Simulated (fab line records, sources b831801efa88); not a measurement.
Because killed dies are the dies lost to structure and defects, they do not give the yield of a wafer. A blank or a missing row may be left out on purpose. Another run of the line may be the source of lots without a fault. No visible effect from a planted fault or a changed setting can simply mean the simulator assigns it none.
Matching of chambers / flow gf180mcu / GF_V5_CMP_26 on cmp-01 has 4 sister chambers
The step polishes, stops on SiO2, t overpolish 15 s, target thk 0 nm. 4 wafers are shown with their chamber, then 8 later ones without.

## WAFERS PAIRED WITH THEIR CHAMBERS
wafer=L587.5; chamber=1; motor-current-A (A)=12.5
wafer=L589.4; chamber=0; motor-current-A (A)=9.6
wafer=L589.5; chamber=3; motor-current-A (A)=11.2
wafer=L594.2; chamber=2; motor-current-A (A)=11.6

## WAFERS WITHOUT THEIR CHAMBER
wafer=L594.4; motor-current-A (A)=12.8
wafer=L594.6; motor-current-A (A)=13.1
wafer=L595.1; motor-current-A (A)=12.2
wafer=L595.3; motor-current-A (A)=10.5
wafer=L595.5; motor-current-A (A)=9.6
wafer=L596.2; motor-current-A (A)=10.8
wafer=L596.4; motor-current-A (A)=11.4
wafer=L596.5; motor-current-A (A)=12.7

## WHICH CHAMBER EACH WENT THROUGH
wafer=L594.4; from the rows above=1; in truth=1
wafer=L594.6; from the rows above=1; in truth=1
wafer=L595.1; from the rows above=can't be placed: 1 or 2 or 3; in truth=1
wafer=L595.3; from the rows above=can't be placed: 3 or 0 or 2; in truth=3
wafer=L595.5; from the rows above=0; in truth=0
wafer=L596.2; from the rows above=can't be placed: 3 or 2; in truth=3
wafer=L596.4; from the rows above=can't be placed: 2 or 3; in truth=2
wafer=L596.5; from the rows above=1; in truth=1
Placed correctly: 4 of 8. These rows do not allow placing 4 (true chamber among the candidates in 4). Placed wrongly: 0.
How it was worked out, from the rows above alone: a wafer's distance from a chamber is the root of the sum, over the readings, of the square of ((its reading less the chamber's mean) divided by the reading's scatter). The wafer belongs to the nearest chamber; if the next one is less than 2 further off, it can't be placed. A chamber's mean is the mean of its shown wafers. The scatter: root of mean squared gap, hidden wafer to nearest shown wafer, with one shown wafer a chamber.
